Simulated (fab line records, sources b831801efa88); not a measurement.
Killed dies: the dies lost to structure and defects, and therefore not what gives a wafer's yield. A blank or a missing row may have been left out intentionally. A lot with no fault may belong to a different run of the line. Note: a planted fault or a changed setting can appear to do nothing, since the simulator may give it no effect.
fab line records | flow sky130
record: lots: 12 | wafers: 36 | last-day: 49
route steps=708 shown VT_ADJUST_PCH@152 METAL3@564 CAP2M@616 PAD_OPEN@708
lots with no fault: from the same line, run without faults
start-h: start of the lot's first displayed wafer, in hours after the record's first day | wait-h: time in hours since the lot's previous step | " the same as in the row above | L1.1+2: a single row standing in for several wafers | - either no value or no given start | * or withheld: withheld | < > ~ a bound
route shown NAME@n: a module of which the file shows steps, and the number in the route of the first | usual: mean and standard deviation over wafers with no fault | same: alike in all rows | chamber/n: place in a boat | sites: each site's reading | _std_site: the values' standard deviation | _edge_site: outer sites' mean less inner sites' | radius-mm: for every site, how far away it sits from the centre of the wafer | mask NAME#n: copy n | behind: the most recent tool/chamber to have shaped the wafer | hold: cause of the lot's hold/its duration in hours/its outcome | device: transistor that didn't switch, given as n, p or np | end of line: the route-end tests of the same wafers | where a step has no rows: the recipe by itself | killed: count of dies lost to structure and defects at first sort (not the wafer's yield) | map: a wafer's dies, marking killed ones x, the rest . and places with no die _
set.NAME: setting as actually run; set.NAME@STEP: the setting as run at that earlier step | model.NAME: the simulator's own value behind a step, which no gauge read
a sample of lots followed through the steps of the route, with each step as a table and each wafer as a row
services: from which hour (start-h, from the record's first day; less than 0 if before it) a tool's chamber was out of use, for how many hours, and why
== steps ==
step: SKY_VT_ADJUST_PCH_STRIP_09
recipe: chemistry: O2/N2 | power-w: 1400 | pressure-mtorr: 1500 | platen-temp-c: withheld | o2-flow-sccm: 3000 | n2-flow-sccm: 300 | overash-fraction: 0.5
usual: drypump-motor-current-A: 5.6/0.48 | oes-product-au: 0.722/0.0047 | strip-time-to-endpoint-s: 36.88/0.11
lot.wafer | tool            | chamber | start-h | wait-h | drypump-motor-current-A | oes-product-au | rf-hours-counter-h | strip-time-to-endpoint-s
L415.1    | plasma-asher-04 | 1       | 224.37  | 0.1    | 5.9                     | 0.722          | 52                 | 36.91
L415.4    | "               | 1       | "       | "      | 5.8                     | 0.724          | -                  | 36.76
L415.6    | "               | 0       | "       | "      | 4.8                     | 0.722          | -                  | 36.90
L416.3    | plasma-asher-02 | 1       | 232.68  | 0.1    | 5.6                     | 0.718          | -                  | 36.70
L416.5    | "               | 1       | "       | "      | 5.6                     | 0.726          | -                  | 36.83
L416.6    | "               | 0       | "       | "      | 6.0                     | 0.728          | -                  | 36.82
L417.1    | plasma-asher-04 | 1       | 240.70  | 0.1    | 5.9                     | 0.724          | 54                 | 36.88
L417.2    | "               | 0       | "       | "      | 4.8                     | 0.731          | 54                 | 36.85
L417.4    | "               | 1       | "       | "      | 5.9                     | 0.724          | -                  | 36.73
L419.1    | plasma-asher-02 | 1       | 256.35  | 0.1    | 5.6                     | 0.724          | 43                 | 36.72
L419.2    | "               | 0       | "       | "      | 6.0                     | 0.718          | 43                 | 36.72
L419.6    | "               | 0       | "       | "      | 6.0                     | 0.720          | -                  | 36.69
L421.1    | plasma-asher-01 | 0       | 269.77  | 0.1    | 5.9                     | 0.716          | 15                 | 36.94
L421.5    | "               | 1       | "       | "      | 5.9                     | 0.720          | -                  | 36.98
L421.6    | "               | 0       | "       | "      | 5.9                     | 0.726          | -                  | 36.98
L422.1    | plasma-asher-04 | 0       | 278.07  | 0.1    | 4.8                     | 0.719          | 57                 | 36.94
L422.3    | "               | 1       | "       | "      | 5.9                     | 0.718          | -                  | 36.97
L422.5    | "               | 1       | "       | "      | 5.9                     | 0.719          | -                  | 36.87
L423.1    | plasma-asher-01 | 0       | 284.35  | 0.1    | 5.9                     | 0.722          | 16                 | 37.02
L423.4    | "               | 1       | "       | "      | 5.9                     | 0.730          | -                  | 37.02
L423.5    | "               | 0       | "       | "      | 5.9                     | 0.725          | -                  | 37.03
L424.1    | plasma-asher-01 | 0       | 290.55  | 0.1    | 5.9                     | 0.731          | 17                 | 36.92
L424.3    | "               | 0       | "       | "      | 5.9                     | 0.729          | -                  | 36.92
L424.6    | "               | 1       | "       | "      | 5.9                     | 0.725          | -                  | 36.93
L425.2    | plasma-asher-04 | 1       | 301.15  | 0.1    | 5.9                     | 0.721          | 59                 | 36.92
L425.3    | "               | 0       | "       | "      | 4.8                     | 0.728          | -                  | 36.86
L425.4    | "               | 1       | "       | "      | 5.9                     | 0.733          | -                  | 36.89
L426.1    | plasma-asher-04 | 0       | 308.91  | 0.1    | 4.8                     | 0.720          | 60                 | 36.83
L426.2    | "               | 1       | "       | "      | 5.8                     | 0.713          | 60                 | 36.91
L426.4    | "               | 1       | "       | "      | 5.9                     | 0.719          | -                  | 36.94
L428.1    | plasma-asher-04 | 0       | 323.15  | 0.1    | 4.8                     | 0.725          | 62                 | 36.95
L428.2    | "               | 1       | "       | "      | 5.9                     | 0.720          | 62                 | 36.99
L428.3    | "               | 1       | "       | "      | 5.9                     | 0.718          | -                  | 37.01
L431.4    | plasma-asher-04 | 0       | 346.64  | 0.1    | 4.8                     | 0.718          | -                  | 36.83
L431.5    | "               | 0       | "       | "      | 4.8                     | 0.725          | -                  | 36.90
L431.6    | "               | 1       | "       | "      | 5.9                     | 0.724          | -                  | 37.02
step: SKY_METAL3_OVL_MEAS_14
usual: METAL3_OVL: 0/5.9
lot.wafer | tool       | chamber | start-h | wait-h | METAL3_OVL[nm]
L415.1    | overlay-02 | -       | 895.64  | 0.1    | 5
L415.4    | "          | -       | "       | "      | -1
L415.6    | "          | -       | "       | "      | 5
L416.3    | overlay-01 | -       | 907.95  | 0.1    | 9
L416.5    | "          | -       | "       | "      | 15
L416.6    | "          | -       | "       | "      | 8
L417.1    | overlay-02 | -       | 915.81  | 0.1    | -4
L417.2    | "          | -       | "       | "      | -4
L417.4    | "          | -       | "       | "      | -3
L419.1    | overlay-01 | -       | 935.74  | 0.1    | -1
L419.2    | "          | -       | "       | "      | -5
L419.6    | "          | -       | "       | "      | -6
L421.1    | overlay-01 | -       | 941.53  | 0.1    | -4
L421.5    | "          | -       | "       | "      | -2
L421.6    | "          | -       | "       | "      | -5
L422.1    | overlay-01 | -       | 949.13  | 0.1    | 9
L422.3    | "          | -       | "       | "      | 6
L422.5    | "          | -       | "       | "      | 4
L423.1    | overlay-02 | -       | 955.84  | 0.1    | 6
L423.4    | "          | -       | "       | "      | 3
L423.5    | "          | -       | "       | "      | 0
L424.1    | overlay-01 | -       | 970.33  | 0.1    | 4
L424.3    | "          | -       | "       | "      | 11
L424.6    | "          | -       | "       | "      | 3
L425.2    | overlay-02 | -       | 972.55  | 0.1    | -10
L425.3    | "          | -       | "       | "      | -6
L425.4    | "          | -       | "       | "      | -5
L426.1    | overlay-01 | -       | 979.14  | 0.1    | 4
L426.2    | "          | -       | "       | "      | 3
L426.4    | "          | -       | "       | "      | 4
L428.1    | overlay-01 | -       | 998.83  | 0.1    | -10
L428.2    | "          | -       | "       | "      | -5
L428.3    | "          | -       | "       | "      | -8
L431.4    | overlay-02 | -       | 1013.85 | 0.1    | -3
L431.5    | "          | -       | "       | "      | -10
L431.6    | "          | -       | "       | "      | -6
step: SKY_METAL3_ETCH_17
recipe: target: SiO2 | stop-on: TiN | chemistry: C4F8/O2/Ar | source-w: 1500 | bias-w: 1200 | pressure-mtorr: 40 | c4f8-flow-sccm: withheld | O2_flow_sccm: 6 | Ar_flow_sccm: 300 | time-s: 3.9 | target-depth-a: 150
usual: bias-w: 1199/3.4 | oes-product-au: 0.755/0.0083
lot.wafer | tool        | chamber | start-h | wait-h | bias-w | oes-product-au | rf-hours-counter-h
L415.1    | rie-diel-04 | 3       | 895.81  | 0.1    | 1199   | 0.764          | 17
L415.4    | "           | 2       | "       | "      | 1203   | 0.772          | 3
L415.6    | "           | 3       | "       | "      | 1200   | 0.757          | -
L416.3    | rie-diel-01 | 1       | 908.23  | 0.1    | 1201   | 0.744          | 10
L416.5    | "           | 2       | "       | "      | 1194   | 0.740          | -
L416.6    | "           | 3       | "       | "      | 1200   | 0.747          | -
L417.1    | rie-diel-01 | 0       | 915.98  | 0.1    | 1193   | 0.752          | 7
L417.2    | "           | 1       | "       | "      | 1195   | 0.745          | 11
L417.4    | "           | 1       | "       | "      | 1197   | 0.753          | -
L419.1    | rie-diel-02 | 2       | 935.91  | 0.1    | 1202   | 0.769          | 11
L419.2    | "           | 1       | "       | "      | 1200   | 0.763          | 14
L419.6    | "           | 0       | "       | "      | 1195   | 0.772          | -
L421.1    | rie-diel-01 | 2       | 941.70  | 0.1    | 1199   | 0.750          | 9
L421.5    | "           | 1       | "       | "      | 1200   | 0.766          | -
L421.6    | "           | 2       | "       | "      | 1200   | 0.761          | -
L422.1    | rie-diel-02 | 1       | 949.30  | 0.1    | 1197   | 0.752          | 14
L422.3    | "           | 2       | "       | "      | 1192   | 0.760          | 11
L422.5    | "           | 1       | "       | "      | 1199   | 0.752          | -
L423.1    | rie-diel-02 | 1       | 956.00  | 0.1    | 1198   | 0.746          | 14
L423.4    | "           | 2       | "       | "      | 1199   | 0.760          | -
L423.5    | "           | 1       | "       | "      | 1199   | 0.770          | -
L424.1    | rie-diel-04 | 3       | 970.50  | 0.1    | 1201   | 0.753          | 19
L424.3    | "           | 2       | "       | "      | 1195   | 0.737          | 5
L424.6    | "           | 0       | "       | "      | 1201   | 0.756          | -
L425.2    | rie-diel-04 | 1       | 972.71  | 0.1    | 1199   | 0.757          | 21
L425.3    | "           | 0       | "       | "      | 1197   | 0.755          | 6
L425.4    | "           | 3       | "       | "      | 1195   | 0.748          | 19
L426.1    | rie-diel-02 | 2       | 979.31  | 0.1    | 1199   | 0.758          | 12
L426.2    | "           | 0       | "       | "      | 1196   | 0.756          | 16
L426.4    | "           | 1       | "       | "      | 1205   | 0.755          | 15
L428.1    | rie-diel-01 | 1       | 999.00  | 0.1    | 1201   | 0.748          | 13
L428.2    | "           | 2       | "       | "      | 1205   | 0.753          | 10
L428.3    | "           | 3       | "       | "      | 1192   | 0.749          | 17
L431.4    | rie-diel-04 | 2       | 1014.00 | 0.0    | 1203   | 0.764          | 6
L431.5    | "           | 3       | "       | "      | 1200   | 0.767          | -
L431.6    | "           | 2       | "       | "      | 1205   | 0.766          | -
step: SKY_CAP2M_METAL_ETCH_13
recipe: target-depth-nm: 220 | stop-on: SiO2 | chemistry: Cl2/BCl3 | target: TiN | pressure-mtorr: 10 | icp-w: 900 | bias-w: 48.5 | Cl2_flow_sccm: 60 | bcl3-flow-sccm: 30 | time-s: 62.9
usual: bias-w: 48.53/0.12 | drypump-motor-current-A: 5.7/0.35 | oes-product-au: 0.942/0.0072 | throttle-valve-pct: 21.900/0.011
lot.wafer | tool         | chamber | start-h | wait-h | bias-w | drypump-motor-current-A | oes-product-au | rf-hours-counter-h | throttle-valve-pct
L415.1    | rie-metal-03 | 1       | 948.11  | 0.0    | 48.43  | 6.3                     | 0.942          | 2                  | 21.905
L415.4    | "            | 1       | "       | "      | 48.45  | 6.3                     | 0.935          | -                  | 21.911
L415.6    | "            | 1       | "       | "      | 48.57  | 6.3                     | 0.949          | -                  | 21.892
L416.3    | rie-metal-01 | 1       | 961.17  | 0.0    | 48.51  | 5.8                     | 0.944          | -                  | 21.896
L416.5    | "            | 0       | "       | "      | 48.49  | 5.5                     | 0.937          | -                  | 21.906
L416.6    | "            | 1       | "       | "      | 48.59  | 5.8                     | 0.941          | -                  | 21.896
L417.1    | rie-metal-02 | 0       | 967.72  | 0.0    | 48.53  | 5.1                     | 0.947          | 4                  | 21.906
L417.2    | "            | 1       | "       | "      | 48.56  | 5.6                     | 0.948          | 10                 | 21.893
L417.4    | "            | 1       | "       | "      | 48.77  | 5.6                     | 0.945          | -                  | 21.895
L419.1    | rie-metal-01 | 1       | 987.07  | 0.0    | 48.51  | 5.8                     | 0.940          | 4                  | 21.887
L419.2    | "            | 1       | "       | "      | 48.35  | 5.8                     | 0.936          | -                  | 21.903
L419.6    | "            | 1       | "       | "      | 48.36  | 5.8                     | 0.952          | -                  | 21.905
L421.1    | rie-metal-01 | 1       | 993.27  | 0.0    | 48.51  | 5.8                     | 0.934          | 4                  | 21.916
L421.5    | "            | 1       | "       | "      | 48.58  | 5.8                     | 0.930          | -                  | 21.907
L421.6    | "            | 0       | "       | "      | 48.65  | 5.5                     | 0.930          | -                  | 21.895
L422.1    | rie-metal-03 | 0       | 1000.86 | 0.0    | 48.60  | 5.7                     | 0.933          | 19                 | 21.907
L422.3    | "            | 0       | "       | "      | 48.48  | 5.7                     | 0.940          | -                  | 21.895
L422.5    | "            | 1       | "       | "      | 48.56  | 6.3                     | 0.934          | -                  | 21.913
L423.1    | rie-metal-03 | 0       | 1007.07 | 0.0    | 48.60  | 5.7                     | 0.941          | 19                 | 21.882
L423.4    | "            | 0       | "       | "      | 48.47  | 5.8                     | 0.954          | -                  | 21.878
L423.5    | "            | 1       | "       | "      | 48.46  | 6.2                     | 0.955          | -                  | 21.895
L424.1    | rie-metal-03 | 1       | 1020.80 | 0.0    | 48.65  | 6.3                     | 0.947          | 7                  | 21.887
L424.3    | "            | 1       | "       | "      | 48.48  | 6.3                     | 0.943          | -                  | 21.900
L424.6    | "            | 1       | "       | "      | 48.49  | 6.3                     | 0.940          | -                  | 21.905
L425.2    | rie-metal-02 | 1       | 1023.26 | 0.0    | 48.34  | 5.6                     | 0.937          | 13                 | 21.918
L425.3    | "            | 1       | "       | "      | 48.59  | 5.6                     | 0.938          | -                  | 21.909
L425.4    | "            | 0       | "       | "      | 48.28  | 5.2                     | 0.931          | -                  | 21.913
L426.1    | rie-metal-03 | 1       | 1027.81 | 0.0    | 48.56  | 6.3                     | 0.954          | 8                  | 21.888
L426.2    | "            | 0       | "       | "      | 48.26  | 5.7                     | 0.947          | 0                  | 21.896
L426.4    | "            | 0       | "       | "      | 48.30  | 5.7                     | 0.958          | -                  | 21.894
L428.1    | rie-metal-02 | 1       | 1048.50 | 0.0    | 48.68  | 5.6                     | 0.940          | 14                 | 21.892
L428.2    | "            | 0       | "       | "      | 48.55  | 5.1                     | 0.951          | 9                  | 21.894
L428.3    | "            | 0       | "       | "      | 48.63  | 5.1                     | 0.944          | -                  | 21.900
L431.4    | rie-metal-01 | 0       | 1060.83 | 0.0    | 48.64  | 5.5                     | 0.936          | -                  | 21.901
L431.5    | "            | 1       | "       | "      | 48.38  | 5.8                     | 0.937          | -                  | 21.908
L431.6    | "            | 0       | "       | "      | 48.55  | 5.5                     | 0.939          | -                  | 21.906
step: SKY_PAD_OPEN_PROBE_99
usual: killed_at_M0_to_M3: 43/6.4 | killed_at_M4_up: 2.8/1.7 | killed-at-contacts: 24/5.5 | killed-at-front-end: 15/4 | killed-at-other: 0.3/0.54 | killed-dies: 86/9.1 | killed-on-rim: 17/3.9 | killed-open: 47/6.6 | killed-short: 39/6.2
same: gross-dies: 492 | killed-at-back-side: 0
lot.wafer | tool      | chamber | start-h | wait-h | killed_at_M0_to_M3 | killed_at_M4_up | killed-at-contacts | killed-at-front-end | killed-at-other | killed-dies | killed-on-rim | killed-open | killed-short
L421.1    | prober-02 | -       | 1110.03 | 0.1    | 45                 | 3               | 19                 | 4                   | 1               | 72          | 16            | 33          | 39
L421.5    | prober-02 | -       | 1110.23 | 0.2    | 34                 | 1               | 20                 | 15                  | 1               | 71          | 14            | 39          | 32
L421.6    | prober-02 | -       | 1110.28 | 0.2    | 40                 | 3               | 41                 | 21                  | 0               | 105         | 25            | 60          | 45
L422.1    | prober-01 | -       | 1115.59 | 0.1    | 42                 | 3               | 25                 | 18                  | 0               | 88          | 15            | 47          | 41
L422.3    | prober-01 | -       | 1115.69 | 0.2    | 44                 | 1               | 19                 | 13                  | 1               | 78          | 18            | 39          | 39
L422.5    | prober-01 | -       | 1115.79 | 0.2    | 48                 | 1               | 22                 | 17                  | 1               | 89          | 16            | 50          | 39
L428.1    | prober-01 | -       | 1155.79 | 0.1    | 42                 | 0               | 21                 | 54                  | 1               | 118         | 22            | 40          | 41
L428.2    | prober-01 | -       | 1155.84 | 0.1    | 49                 | 1               | 30                 | 17                  | 2               | 99          | 30            | 51          | 48
L428.3    | prober-01 | -       | 1155.89 | 0.2    | 45                 | 1               | 26                 | 22                  | 0               | 94          | 20            | 47          | 47
L431.4    | prober-02 | -       | 1165.89 | 0.2    | 44                 | 5               | 35                 | 41                  | 0               | 125         | 29            | 45          | 48
L431.5    | prober-02 | -       | 1165.94 | 0.2    | 54                 | 6               | 23                 | 42                  | 0               | 125         | 29            | 50          | 43
L431.6    | prober-02 | -       | 1165.99 | 0.2    | 59                 | 4               | 37                 | 16                  | 0               | 116         | 19            | 68          | 48
killed by level:class
L421.1 METAL1:geometric-particle:short=9 VIA1:geometric-particle:open=7 VIA3:geometric-particle:open=7 LI_CONTACT:geometric-particle:short=6 CONTACT:geometric-particle:open=6 METAL2:geometric-particle:short=5 METAL3:geometric-particle:short=5 LI_CONTACT:geometric-particle:open=4
L421.5 METAL1:geometric-particle:short=10 CONTACT:geometric-particle:open=8 VIA1:geometric-particle:open=8 LOCAL_INTERCONNECT:geometric-particle:short=7 VIA2:geometric-particle:open=7 FIELD_ISO:geometric-particle:open=4 FIELD_ISO:geometric-particle:short=4 POLY_GATE:geometric-particle:open=3
L421.6 CONTACT:geometric-particle:open=14 LI_CONTACT:geometric-particle:open=11 FIELD_ISO:geometric-particle:open=8 VIA1:geometric-particle:open=8 CONTACT:geometric-particle:short=7 METAL1:geometric-particle:short=7 VIA2:geometric-particle:open=7 METAL2:geometric-particle:short=5
L422.1 VIA1:geometric-particle:open=10 LI_CONTACT:geometric-particle:open=8 METAL1:geometric-particle:short=8 VIA1:geometric-particle:short=7 FIELD_ISO:geometric-particle:open=6 VIA3:geometric-particle:open=6 FIELD_ISO:geometric-particle:short=5 CONTACT:geometric-particle:short=5
L422.3 LI_CONTACT:geometric-particle:open=10 METAL1:geometric-particle:short=10 VIA1:geometric-particle:open=10 VIA3:geometric-particle:open=6 VIA1:geometric-particle:short=5 CONTACT:geometric-particle:short=4 METAL2:geometric-particle:short=4 POLY_GATE:geometric-particle:short=3
L422.5 VIA1:geometric-particle:open=14 VIA3:geometric-particle:open=9 LI_CONTACT:geometric-particle:open=8 VIA1:geometric-particle:short=6 POLY_GATE:geometric-particle:short=5 FIELD_ISO:geometric-particle:short=3 CONTACT:geometric-particle:short=3 LI_CONTACT:geometric-particle:short=3
L428.1 VT_ADJUST_PCH:unspecified=37 VIA1:geometric-particle:open=10 LI_CONTACT:geometric-particle:open=8 METAL2:geometric-particle:short=8 CONTACT:geometric-particle:open=7 METAL1:geometric-particle:short=7 POLY_GATE:geometric-particle:short=6 FIELD_ISO:geometric-particle:short=5
L428.2 VIA1:geometric-particle:open=13 LI_CONTACT:geometric-particle:open=10 LOCAL_INTERCONNECT:geometric-particle:short=7 CONTACT:geometric-particle:open=7 FIELD_ISO:geometric-particle:short=5 POLY_GATE:geometric-particle:short=5 METAL2:geometric-particle:short=5 VIA3:geometric-particle:short=5
L428.3 CONTACT:geometric-particle:open=12 METAL1:geometric-particle:short=10 VIA1:geometric-particle:open=9 POLY_GATE:geometric-particle:short=7 LI_CONTACT:geometric-particle:open=6 CONTACT:geometric-particle:short=6 FIELD_ISO:geometric-particle:short=5 POLY_GATE:geometric-particle:open=5
L431.4 VT_ADJUST_PCH:unspecified=32 LI_CONTACT:geometric-particle:open=11 CONTACT:geometric-particle:open=11 METAL2:geometric-particle:short=8 VIA3:geometric-particle:open=7 VIA1:geometric-particle:short=7 CONTACT:geometric-particle:short=6 VIA1:geometric-particle:open=6
L431.5 VT_ADJUST_PCH:unspecified=32 VIA1:geometric-particle:open=10 CONTACT:geometric-particle:open=9 VIA3:geometric-particle:open=8 VIA1:geometric-particle:short=8 VIA2:geometric-particle:open=7 CONTACT:geometric-particle:short=6 METAL1:geometric-particle:short=6
L431.6 CONTACT:geometric-particle:open=17 VIA1:geometric-particle:open=13 VIA2:geometric-particle:open=9 VIA3:geometric-particle:open=7 VIA3:geometric-particle:short=6 LOCAL_INTERCONNECT:geometric-particle:short=6 CONTACT:geometric-particle:short=6 METAL1:geometric-particle:short=5
== services ==
tool            | chamber | start-h | hours | kind
rie-diel-02     | 3       | 224.74  | 8.4   | repair
rie-metal-01    | -       | 227.08  | 14.6  | pm
rie-diel-01     | -       | 236.49  | 0.4   | repair
rie-diel-02     | 3       | 250.53  | 1.4   | repair
rie-metal-01    | -       | 252.85  | 4.3   | pm
rie-metal-03    | -       | 267.33  | 0.4   | repair
rie-metal-03    | 0       | 280.01  | 3.1   | repair
rie-diel-04     | 3       | 302.70  | 7.1   | repair
rie-diel-02     | -       | 310.26  | 1.7   | repair
rie-diel-04     | 0       | 318.80  | 5.8   | repair
plasma-asher-04 | -       | 334.11  | 5.0   | repair
rie-diel-04     | -       | 341.59  | 1.3   | repair
plasma-asher-04 | -       | 384.03  | 1.0   | repair
rie-metal-03    | 0       | 594.03  | 81.8  | repair
plasma-asher-04 | -       | 637.50  | 14.6  | pm
rie-metal-03    | -       | 674.80  | 0.7   | repair
rie-metal-03    | -       | 723.67  | 0.5   | repair
plasma-asher-04 | -       | 733.75  | 9.0   | pm
plasma-asher-04 | -       | 810.80  | 2.8   | pm
rie-metal-03    | 0       | 944.44  | 4.7   | repair
plasma-asher-04 | -       | 972.01  | 10.1  | pm
plasma-asher-04 | -       | 986.84  | 3.7   | repair
plasma-asher-04 | -       | 988.01  | 4.1   | repair
rie-metal-03    | -       | 1004.13 | 2.8   | pm
== key ==
first-sign: step: SKY_PAD_OPEN_PROBE_99 | reading: killed-at-front-end | direction: up | sigmas: 7.6 | usual: 15 | struck: 46
effect: step: SKY_PAD_OPEN_PROBE_99 | reading: killed-dies | direction: up | sigmas: 4.1 | usual: 86 | struck: 123
met-at SKY_VT_ADJUST_PCH_STRIP_09
struck-lots L428,L431
struck-wafers L428.1,L431.4,L431.5
tester-left-out L428,L431
not-acting-at SKY_METAL3_OVL_MEAS_14,SKY_METAL3_ETCH_17,SKY_CAP2M_METAL_ETCH_13
onset-between 308.91 323.15
fault: kind: chamber-particle-source | tool: plasma-asher-04 | chamber: 0 | onset-h: 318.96 | steps: SKY_VT_ADJUST_PCH_STRIP_09 | rate-per-visit-cm2: 1.3295 | end-h: 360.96
tester-left-out: of these lots the tester's yield and bins aren't shown, on N5 and GAA mostly nor the transistor test; their killed dies are dies lost to structure and defects alone, not to doping, threshold or leakage, so they don't give the yield
